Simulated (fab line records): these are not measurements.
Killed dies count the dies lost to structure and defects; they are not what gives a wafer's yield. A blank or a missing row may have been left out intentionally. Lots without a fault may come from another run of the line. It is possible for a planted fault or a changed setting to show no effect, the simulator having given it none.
Which tool is to blame? :: flow sky130 :: Sampling: 14 lots, 42 wafers, 5 of 708 route steps

== WHAT EACH GAUGE READ, for each wafer ==
SKY_FIELD_ISO_THK_MEAS_23. Usual: FIELD_ISO_OXIDATION_01_THK typically reads 10.01 nm, with standard deviation 0.22.
lot: L707
measured: day 2 09:06
on: film_metro-02
FIELD_ISO_OXIDATION_01_THK (nm): 9.85 9.87 9.92
flag: 

lot: L708
measured: day 2 11:40
on: film_metro-02
FIELD_ISO_OXIDATION_01_THK (nm): 9.71 9.75 9.79
flag: 

lot: L709
measured: day 2 19:57
on: film_metro-01
FIELD_ISO_OXIDATION_01_THK (nm): 9.72 9.74 9.96
flag: 

lot: L710
measured: day 3 01:42
on: film_metro-02
FIELD_ISO_OXIDATION_01_THK (nm): 10.03 10.02 10.07
flag: 

lot: L711
measured: day 3 06:17
on: film_metro-02
FIELD_ISO_OXIDATION_01_THK (nm): 9.89 9.82 9.96
flag: 

lot: L714
measured: day 3 21:26
on: film_metro-02
FIELD_ISO_OXIDATION_01_THK (nm): 10.22 10.15 10.10
flag: 

lot: L715
measured: day 4 03:02
on: film_metro-01
FIELD_ISO_OXIDATION_01_THK (nm): 10.30 10.24 10.05
flag: 

lot: L723
measured: day 5 19:11
on: film_metro-01
FIELD_ISO_OXIDATION_01_THK (nm): 9.96 10.04 9.76
flag: 

lot: L725
measured: day 6 12:17
on: film_metro-03
FIELD_ISO_OXIDATION_01_THK (nm): 10.28 10.22 10.06
flag: 

lot: L724
measured: day 6 13:27
on: film_metro-03
FIELD_ISO_OXIDATION_01_THK (nm): 10.16 10.17 10.27
flag: 

lot: L726
measured: day 6 13:27
on: film_metro-01
FIELD_ISO_OXIDATION_01_THK (nm): 10.11 10.20 10.10
flag: 

lot: L727
measured: day 6 18:38
on: film_metro-02
FIELD_ISO_OXIDATION_01_THK (nm): 9.75 9.99 9.86
flag: 

lot: L729
measured: day 7 03:08
on: film_metro-02
FIELD_ISO_OXIDATION_01_THK (nm): 10.35 10.39 10.39
flag: 

lot: L730
measured: day 7 08:36
on: film_metro-01
FIELD_ISO_OXIDATION_01_THK (nm): 9.48 9.62 9.62
flag: 

SKY_VT_ADJUST_LVTN_OVL_MEAS_07. Usual: VT_ADJUST_LVTN_OVL typically reads 1.2 nm, with standard deviation 1.3.
lot: L707
measured: day 6 22:12
on: overlay-02
VT_ADJUST_LVTN_OVL (nm): 1.2 0.0 -1.2
flag: 

lot: L708
measured: day 7 01:03
on: overlay-01
VT_ADJUST_LVTN_OVL (nm): -0.1 1.1 2.3
flag: 

lot: L709
measured: day 7 12:49
on: overlay-01
VT_ADJUST_LVTN_OVL (nm): 1.8 1.4 2.3
flag: 

lot: L710
measured: day 7 19:18
on: overlay-02
VT_ADJUST_LVTN_OVL (nm): 2.5 2.3 2.7
flag: 

lot: L711
measured: day 8 00:34
on: overlay-01
VT_ADJUST_LVTN_OVL (nm): 2.1 2.8 3.5
flag: 

lot: L714
measured: day 8 20:07
on: overlay-01
VT_ADJUST_LVTN_OVL (nm): 1.2 0.3 4.3
flag: 

lot: L715
measured: day 9 02:53
on: overlay-01
VT_ADJUST_LVTN_OVL (nm): 2.8 1.1 0.4
flag: 

lot: L723
measured: day 11 07:21
on: overlay-01
VT_ADJUST_LVTN_OVL (nm): 1.4 3.5 1.2
flag: 

lot: L725
measured: day 12 04:06
on: overlay-02
VT_ADJUST_LVTN_OVL (nm): 3.2 2.5 0.3
flag: 

lot: L724
measured: day 12 03:19
on: overlay-01
VT_ADJUST_LVTN_OVL (nm): 0.7 1.8 0.8
flag: 

lot: L726
measured: day 12 07:07
on: overlay-02
VT_ADJUST_LVTN_OVL (nm): -1.1 -0.8 1.3
flag: 

lot: L727
measured: day 12 11:46
on: overlay-01
VT_ADJUST_LVTN_OVL (nm): -0.3 2.0 -0.5
flag: 

lot: L729
measured: day 12 22:30
on: overlay-02
VT_ADJUST_LVTN_OVL (nm): 1.6 -0.1 0.2
flag: 

lot: L730
measured: day 13 07:20
on: overlay-01
VT_ADJUST_LVTN_OVL (nm): 1.8 -0.5 -0.1
flag: 

SKY_VT_ADJUST_LVTN_TW_MEAS_10. Usual: VT_ADJUST_LVTN_TW typically reads 242, with standard deviation 4.3.
lot: L707
measured: day 6 22:29
on: film_metro-01
VT_ADJUST_LVTN_TW: 246 245 248
flag: 

lot: L708
measured: day 7 01:20
on: film_metro-04
VT_ADJUST_LVTN_TW: 238 237 237
flag: 

lot: L709
measured: day 7 13:06
on: film_metro-03
VT_ADJUST_LVTN_TW: 245 245 245
flag: 

lot: L710
measured: day 7 19:35
on: film_metro-03
VT_ADJUST_LVTN_TW: 244 244 245
flag: 

lot: L711
measured: day 8 00:51
on: film_metro-03
VT_ADJUST_LVTN_TW: 243 243 242
flag: 

lot: L714
measured: day 8 20:24
on: film_metro-01
VT_ADJUST_LVTN_TW: 248 248 249
flag: 

lot: L715
measured: day 9 03:10
on: film_metro-03
VT_ADJUST_LVTN_TW: 242 243 243
flag: 

lot: L723
measured: day 11 07:38
on: film_metro-04
VT_ADJUST_LVTN_TW: 30 29 29
flag: OFF

lot: L725
measured: day 12 04:23
on: film_metro-01
VT_ADJUST_LVTN_TW: 246 247 247
flag: 

lot: L724
measured: day 12 03:37
on: film_metro-04
VT_ADJUST_LVTN_TW: 30 30 30
flag: OFF

lot: L726
measured: day 12 07:25
on: film_metro-01
VT_ADJUST_LVTN_TW: 248 247 246
flag: 

lot: L727
measured: day 12 12:04
on: film_metro-03
VT_ADJUST_LVTN_TW: 242 242 242
flag: 

lot: L729
measured: day 12 22:47
on: film_metro-01
VT_ADJUST_LVTN_TW: 248 246 247
flag: 

lot: L730
measured: day 13 07:37
on: film_metro-04
VT_ADJUST_LVTN_TW: 239 237 238
flag: 

== TOOL THAT RAN EACH LOT (tool first, then ch and the chambers of the sampled wafers, then the start) ==
lot: L707
SKY_VT_ADJUST_HVTP_STRIP_10: plasma_asher-04 ch 0,1, day 6 03:02
SKY_VT_ADJUST_LVTN_STRIP_09: plasma_asher-04 ch 0,1, day 6 22:23

lot: L708
SKY_VT_ADJUST_HVTP_STRIP_10: plasma_asher-04 ch 0,1, day 6 06:23
SKY_VT_ADJUST_LVTN_STRIP_09: plasma_asher-04 ch 0,1, day 7 01:14

lot: L709
SKY_VT_ADJUST_HVTP_STRIP_10: plasma_asher-04 ch 0,1, day 6 17:26
SKY_VT_ADJUST_LVTN_STRIP_09: plasma_asher-01 ch 0,1, day 7 13:00

lot: L710
SKY_VT_ADJUST_HVTP_STRIP_10: plasma_asher-02 ch 1, day 6 23:28
SKY_VT_ADJUST_LVTN_STRIP_09: plasma_asher-01 ch 0,1, day 7 19:29

lot: L711
SKY_VT_ADJUST_HVTP_STRIP_10: plasma_asher-03 ch 0,1, day 7 04:59
SKY_VT_ADJUST_LVTN_STRIP_09: plasma_asher-04 ch 0,1, day 8 00:46

lot: L714
SKY_VT_ADJUST_HVTP_STRIP_10: plasma_asher-03 ch 0,1, day 7 23:57
SKY_VT_ADJUST_LVTN_STRIP_09: plasma_asher-04 ch 0,1, day 8 20:19

lot: L715
SKY_VT_ADJUST_HVTP_STRIP_10: plasma_asher-02 ch 1, day 8 06:32
SKY_VT_ADJUST_LVTN_STRIP_09: plasma_asher-03 ch 0,1, day 9 03:04

lot: L723
SKY_VT_ADJUST_HVTP_STRIP_10: plasma_asher-02 ch 0,1, day 10 08:10
SKY_VT_ADJUST_LVTN_STRIP_09: plasma_asher-04 ch 0,1, day 11 07:32

lot: L725
SKY_VT_ADJUST_HVTP_STRIP_10: plasma_asher-03 ch 0,1, day 11 04:20
SKY_VT_ADJUST_LVTN_STRIP_09: plasma_asher-01 ch 0,1, day 12 04:17

lot: L724
SKY_VT_ADJUST_HVTP_STRIP_10: plasma_asher-02 ch 1, day 11 03:59
SKY_VT_ADJUST_LVTN_STRIP_09: plasma_asher-01 ch 0,1, day 12 03:30

lot: L726
SKY_VT_ADJUST_HVTP_STRIP_10: plasma_asher-02 ch 0,1, day 11 06:35
SKY_VT_ADJUST_LVTN_STRIP_09: plasma_asher-03 ch 0,1, day 12 07:18

lot: L727
SKY_VT_ADJUST_HVTP_STRIP_10: plasma_asher-03 ch 0,1, day 11 11:26
SKY_VT_ADJUST_LVTN_STRIP_09: plasma_asher-04 ch 0,1, day 12 11:57

lot: L729
SKY_VT_ADJUST_HVTP_STRIP_10: plasma_asher-04 ch 0,1, day 11 21:59
SKY_VT_ADJUST_LVTN_STRIP_09: plasma_asher-01 ch 0,1, day 12 22:41

lot: L730
SKY_VT_ADJUST_HVTP_STRIP_10: plasma_asher-02 ch 0,1, day 12 06:14
SKY_VT_ADJUST_LVTN_STRIP_09: plasma_asher-01 ch 0,1, day 13 07:31
- SKY_VT_ADJUST_HVTP_STRIP_10: strips in O2/N2.
- SKY_VT_ADJUST_LVTN_STRIP_09: strips in O2/N2.

== WHAT THE TOOLS THEMSELVES READ (means of the sampled wafers that have a number; where no wafer has one, the mark that the record gives instead) ==
SKY_VT_ADJUST_HVTP_STRIP_10. Usual: chamber_pressure_mTorr 1500.0 mTorr, standard deviation 1.3; drypump_motor_current_A 5.6 A, standard deviation 0.48; oes_product_au 0.715 a.u., standard deviation 0.0044; strip_time_to_endpoint_s 14.19 s, standard deviation 0.036.
lot: L707
tool: plasma_asher-04
chamber_pressure_mTorr (mTorr): 1500.9
drypump_motor_current_A (A): 5.3
oes_product_au (a.u.): 0.716
strip_time_to_endpoint_s (s): 14.20
flag: 

lot: L708
tool: plasma_asher-04
chamber_pressure_mTorr (mTorr): 1499.8
drypump_motor_current_A (A): 5.5
oes_product_au (a.u.): 0.715
strip_time_to_endpoint_s (s): 14.18
flag: 

lot: L709
tool: plasma_asher-04
chamber_pressure_mTorr (mTorr): 1500.4
drypump_motor_current_A (A): 5.3
oes_product_au (a.u.): 0.712
strip_time_to_endpoint_s (s): 14.15
flag: 

lot: L710
tool: plasma_asher-02
chamber_pressure_mTorr (mTorr): 1498.7
drypump_motor_current_A (A): 5.5
oes_product_au (a.u.): 0.716
strip_time_to_endpoint_s (s): 14.15
flag: 

lot: L711
tool: plasma_asher-03
chamber_pressure_mTorr (mTorr): 1499.4
drypump_motor_current_A (A): 6.0
oes_product_au (a.u.): 0.716
strip_time_to_endpoint_s (s): 14.15
flag: 

lot: L714
tool: plasma_asher-03
chamber_pressure_mTorr (mTorr): 1500.1
drypump_motor_current_A (A): 5.5
oes_product_au (a.u.): 0.712
strip_time_to_endpoint_s (s): 14.17
flag: 

lot: L715
tool: plasma_asher-02
chamber_pressure_mTorr (mTorr): 1500.9
drypump_motor_current_A (A): 5.5
oes_product_au (a.u.): 0.718
strip_time_to_endpoint_s (s): 14.21
flag: 

lot: L723
tool: plasma_asher-02
chamber_pressure_mTorr (mTorr): -
drypump_motor_current_A (A): -
oes_product_au (a.u.): -
strip_time_to_endpoint_s (s): -
flag: OFF

lot: L725
tool: plasma_asher-03
chamber_pressure_mTorr (mTorr): 1501.0
drypump_motor_current_A (A): 6.0
oes_product_au (a.u.): 0.713
strip_time_to_endpoint_s (s): 14.26
flag: 

lot: L724
tool: plasma_asher-02
chamber_pressure_mTorr (mTorr): -
drypump_motor_current_A (A): -
oes_product_au (a.u.): -
strip_time_to_endpoint_s (s): -
flag: OFF

lot: L726
tool: plasma_asher-02
chamber_pressure_mTorr (mTorr): 1498.9
drypump_motor_current_A (A): 5.6
oes_product_au (a.u.): 0.718
strip_time_to_endpoint_s (s): 14.20
flag: 

lot: L727
tool: plasma_asher-03
chamber_pressure_mTorr (mTorr): 1500.7
drypump_motor_current_A (A): 5.5
oes_product_au (a.u.): 0.715
strip_time_to_endpoint_s (s): 14.21
flag: 

lot: L729
tool: plasma_asher-04
chamber_pressure_mTorr (mTorr): 1499.5
drypump_motor_current_A (A): 5.5
oes_product_au (a.u.): 0.713
strip_time_to_endpoint_s (s): 14.18
flag: 

lot: L730
tool: plasma_asher-02
chamber_pressure_mTorr (mTorr): 1500.6
drypump_motor_current_A (A): 5.5
oes_product_au (a.u.): 0.716
strip_time_to_endpoint_s (s): 14.24
flag: 

SKY_VT_ADJUST_LVTN_STRIP_09. Usual: chamber_pressure_mTorr 1499.8 mTorr, standard deviation 1.3; drypump_motor_current_A 5.6 A, standard deviation 0.44; oes_product_au 0.722 a.u., standard deviation 0.0043; strip_time_to_endpoint_s 36.95 s, standard deviation 0.13.
lot: L707
tool: plasma_asher-04
chamber_pressure_mTorr (mTorr): 1500.7
drypump_motor_current_A (A): 5.5
oes_product_au (a.u.): 0.720
strip_time_to_endpoint_s (s): 36.96
flag: 

lot: L708
tool: plasma_asher-04
chamber_pressure_mTorr (mTorr): 1499.9
drypump_motor_current_A (A): 5.5
oes_product_au (a.u.): 0.721
strip_time_to_endpoint_s (s): 36.76
flag: 

lot: L709
tool: plasma_asher-01
chamber_pressure_mTorr (mTorr): 1501.4
drypump_motor_current_A (A): 5.6
oes_product_au (a.u.): 0.719
strip_time_to_endpoint_s (s): 37.03
flag: 

lot: L710
tool: plasma_asher-01
chamber_pressure_mTorr (mTorr): 1500.1
drypump_motor_current_A (A): 5.6
oes_product_au (a.u.): 0.722
strip_time_to_endpoint_s (s): 36.95
flag: 

lot: L711
tool: plasma_asher-04
chamber_pressure_mTorr (mTorr): 1500.4
drypump_motor_current_A (A): 5.5
oes_product_au (a.u.): 0.724
strip_time_to_endpoint_s (s): 36.81
flag: 

lot: L714
tool: plasma_asher-04
chamber_pressure_mTorr (mTorr): 1499.4
drypump_motor_current_A (A): 5.6
oes_product_au (a.u.): 0.723
strip_time_to_endpoint_s (s): 36.83
flag: 

lot: L715
tool: plasma_asher-03
chamber_pressure_mTorr (mTorr): 1500.4
drypump_motor_current_A (A): 5.5
oes_product_au (a.u.): 0.716
strip_time_to_endpoint_s (s): 36.80
flag: 

lot: L723
tool: plasma_asher-04
chamber_pressure_mTorr (mTorr): 1501.7
drypump_motor_current_A (A): 5.5
oes_product_au (a.u.): 0.729
strip_time_to_endpoint_s (s): 53.84
flag: OFF

lot: L725
tool: plasma_asher-01
chamber_pressure_mTorr (mTorr): 1498.9
drypump_motor_current_A (A): 5.7
oes_product_au (a.u.): 0.722
strip_time_to_endpoint_s (s): 36.82
flag: 

lot: L724
tool: plasma_asher-01
chamber_pressure_mTorr (mTorr): 1500.1
drypump_motor_current_A (A): 5.7
oes_product_au (a.u.): 0.727
strip_time_to_endpoint_s (s): 54.02
flag: OFF

lot: L726
tool: plasma_asher-03
chamber_pressure_mTorr (mTorr): 1501.2
drypump_motor_current_A (A): 6.0
oes_product_au (a.u.): 0.719
strip_time_to_endpoint_s (s): 37.06
flag: 

lot: L727
tool: plasma_asher-04
chamber_pressure_mTorr (mTorr): 1500.4
drypump_motor_current_A (A): 5.3
oes_product_au (a.u.): 0.720
strip_time_to_endpoint_s (s): 37.14
flag: 

lot: L729
tool: plasma_asher-01
chamber_pressure_mTorr (mTorr): 1498.7
drypump_motor_current_A (A): 5.7
oes_product_au (a.u.): 0.719
strip_time_to_endpoint_s (s): 37.00
flag: 

lot: L730
tool: plasma_asher-01
chamber_pressure_mTorr (mTorr): 1499.7
drypump_motor_current_A (A): 5.6
oes_product_au (a.u.): 0.721
strip_time_to_endpoint_s (s): 37.12
flag: 

== THE ANSWER, worked out from the rows above alone ==
Rule: take the mean of a lot's wafers that have a number; if it is more than 3 standard deviations from the usual mean, the lot is off. A lot without any number at a reading at which 4 lots or more have one is off too. Where the step has rows for the other lots, those lots are counted as sound. Order of review: gauges by route order, followed by the tools' own readings, for which a lot's mean as printed above is used. The first step at which some lot is off is used, and at that step the reading that is off furthest; a lot without a number counts as furthest.
Off: L723, L724, seen at SKY_VT_ADJUST_LVTN_TW_MEAS_10 (VT_ADJUST_LVTN_TW).
A tool fits if, at a process step before that reading, it ran every lot that is off, and no sound lot after the first of them. Not tried: the gauges at SKY_VT_ADJUST_LVTN_TW_MEAS_10; whatever is off there is also off at SKY_VT_ADJUST_HVTP_STRIP_10, on other tools, and gauge error can't account for it. No candidate that was tried fits.

== WHAT THE SIMULATOR PUT IN ==
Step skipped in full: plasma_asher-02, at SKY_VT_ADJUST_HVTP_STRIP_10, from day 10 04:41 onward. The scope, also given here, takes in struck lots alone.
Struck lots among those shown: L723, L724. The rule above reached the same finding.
